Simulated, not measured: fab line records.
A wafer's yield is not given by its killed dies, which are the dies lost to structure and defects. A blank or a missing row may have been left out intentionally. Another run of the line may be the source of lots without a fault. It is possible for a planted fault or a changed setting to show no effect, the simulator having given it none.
8D (eight disciplines) problem report, filled in by code / flow gf180mcu / the parts of the form that need people (team, actions taken, sign-off) are left out

1. WHAT IS WRONG
Wafers without a fault read 93.05 W, standard deviation 0.063; heater_power_total_W at GF_V1_SOFTBAKE_10 reads a mean of 95.00 W on 6 wafers belonging to 2 lots. Measured from the usual mean, that is +31 standard deviations.
The step: time 60 s.
Earliest sighting: wafer L332.1 on litho_track-02 at day 19 16:00. The record has a number at this step for 39 wafers belonging to 13 lots. By rule, "out" or "out of limits" means more than 4 standard deviations away from the usual mean. The rest of the wafers with a number are treated as sound.

2. WHAT THIS IS AND IS NOT
question=which readings at this step | is=heater_power_total_W, run_length_s | is not=-
question=which lots | is=L332, L333 | is not=L327, L328, L329, L330, L331, L341, L342, L346, L347, L349, L350
question=which wafers of those lots | is=all that have a number | is not=-
question=read on which tools | is=litho_track-02 | is not=litho_track-03, litho_track-04
question=when | is=from day 19 16:00 | is not=up to then (15 sound wafers); but 18 sound wafers of L341, L342, L346, L347, L349, L350 came after

3. THE SUSPECTS, EACH WITH WHAT RULES IT OUT
Counting: a tool at a process step up to the reading stays a suspect if it ran every lot that is out and no sound lot after the first of them.
- pvd_sputter-02 at GF_CONTACT_SPUTTER_23 (material TiN, target thk 10 nm, time 40 s): kept. It ran every lot that is out, first L332 (day 18 02:20), and no sound lot after that.
- litho_track-02 at GF_V1_SOFTBAKE_10 (time 60 s): ruled out as a lasting fault. Sound lots L342 ran on it after its first lot that is out, L332 (day 19 16:00).
The count leaves pvd_sputter-02 at GF_CONTACT_SPUTTER_23.

4. THE CAUSE (what the simulator had put in)
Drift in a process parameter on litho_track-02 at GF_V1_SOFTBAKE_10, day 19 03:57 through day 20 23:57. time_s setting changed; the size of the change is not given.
Counting ruled it out, wrongly.

5. SEQUENCE OF EFFECTS, ordered by route
Each row: a reading whose mean over the struck wafers that have a number lies more than 3 standard deviations from the usual. Only readings for which the record gives a usual standard deviation are gone through. hours: the time from each lot's start at the first step in this table that gives one to its start at this step, as a median over the lots. sigmas: the change in usual standard deviations.
hours=0; step=GF_V1_SOFTBAKE_10; reading=heater_power_total_W; usual=93.05 W; on struck wafers=95.00; change=+1.95; sigmas=+31
hours=0; step=GF_V1_SOFTBAKE_10; reading=run_length_s; usual=89.17 s; on struck wafers=85.47; change=-3.70; sigmas=-18
Here are the process steps it includes:
- GF_V1_SOFTBAKE_10: time 60 s.

6. WHAT WOULD HAVE CAUGHT IT SOONER
12 hours passed between the start of the fault at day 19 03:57 and the first reading out of limits in this record, taken at day 19 16:00.
